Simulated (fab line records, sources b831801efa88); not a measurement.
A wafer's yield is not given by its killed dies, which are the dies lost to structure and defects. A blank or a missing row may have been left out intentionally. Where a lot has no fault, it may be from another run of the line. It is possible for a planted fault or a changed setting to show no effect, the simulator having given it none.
Split-lot study ; flow sky130 ; route with 708 steps; 5 lots, 23 wafers read

== THE SPLIT ITSELF ==
At SKY_FIELD_ISO_COAT_07 (resist thk 60 nm), the setting resist_thk_nm was moved away from the recipe's 60 nm on 6 of the 23 wafers read, by -5.0% to +5.6%. For the rest of the wafers, this setting stayed at what the recipe calls for.

== FROM THE SPLIT TO THE READING: what the file shows between them, 4 steps ==
- SKY_FIELD_ISO_EXPOSE_10: exposes mask FOM, target cd 150 nm (also split here: dose_mj)
- SKY_FIELD_ISO_PEB_11
- SKY_FIELD_ISO_DEVELOP_12: develop time 60 s
- SKY_FIELD_ISO_CD_MEAS_13: target cd 150 nm

== THE READING ==
oes_product_au, in a.u., at SKY_FIELD_ISO_ETCH_14 (etches BARC in N2/H2, stops on SiO2, time 45.9 s, target depth 60 nm). A value of 0.854 a.u. with a standard deviation of 0.0057 a.u. is what fault-free wafers of this fab line usually give.

wafer;tool, chamber at the split;resist_thk_nm as run, nm;against the recipe;oes_product_au, a.u.;against lot-mates on the recipe
L074.1;litho_track-04, 0;60;recipe;0.853;-
L074.4;litho_track-04, 0;60;recipe;0.855;-
L074.5;litho_track-04, 0;60;recipe;0.855;-
L075.1;litho_track-03, 0;63.37;+5.6%;0.884;+0.039
L075.2;litho_track-03, 0;60;recipe;0.847;-
L075.3;litho_track-03, 0;60;recipe;0.852;-
L075.4;litho_track-03, 0;63.37;+5.6%;0.879;+0.034
L075.5;litho_track-03, 0;60;recipe;0.837;-
L078.1;litho_track-04, 0;60;recipe;0.860;-
L078.2;litho_track-04, 0;60;recipe;0.864;-
L078.3;litho_track-04, 0;60;recipe;0.860;-
L078.4;litho_track-04, 0;56.97;-5.0%;0.816;-0.045
L078.5;litho_track-04, 0;56.97;-5.0%;0.830;-0.031
L080.1;litho_track-04, 0;61.27;+2.1%;0.870;+0.019
L080.2;litho_track-04, 0;60;recipe;0.850;-
L080.3;litho_track-04, 0;61.27;+2.1%;0.863;+0.012
L080.5;litho_track-04, 0;60;recipe;0.846;-
L080.6;litho_track-04, 0;60;recipe;0.858;-
L084.1;litho_track-03, 0;60;recipe;0.859;-
L084.3;litho_track-03, 0;60;recipe;0.858;-
L084.4;litho_track-03, 0;60;recipe;0.860;-
L084.5;litho_track-03, 0;60;recipe;0.853;-
L084.6;litho_track-03, 0;60;recipe;0.864;-

THE FIT
A straight line over all 23 wafers: oes_product_au changes by +0.00548 a.u. for each +1% of resist_thk_nm; r = +0.89; the points scatter about the line by 0.0068 a.u.
The same after taking each lot's own level away (the mean of its wafers on the recipe; 23 wafers): +0.00699 a.u. for each +1%; r = +0.97; scatter 0.0045 a.u.
According to that fit, moving resist_thk_nm by its largest amount changes the reading by 0.039 a.u.
Measured against the standard deviation above, the lots' own levels, which go from 0.8453 to 0.8613 a.u., span 2.8 times it.
So the slope is not independent of the lot-to-lot level: the two fits are not the same.
Check: for one of the wafers moved furthest among these (+5.6%), held out of the fit, the line's prediction against its lot-mates is +0.0388 a.u. Against them it came out at +0.0387 a.u.

== OTHER SPLITS ON THESE WAFERS ==
Other splits were also applied to these wafers ahead of the reading. Each is held against what the fit with the lots' levels taken away leaves over:
other split on the same wafers;wafers away from the commonest value;r with oes_product_au (lot level and that fit taken away)
SKY_FIELD_ISO_EXPOSE_10 dose_mj;8;+0.08

== FILE'S OWN FIT ==
oes_product_au changes by +0.00694 a.u. for each +1% of resist_thk_nm, r = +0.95.
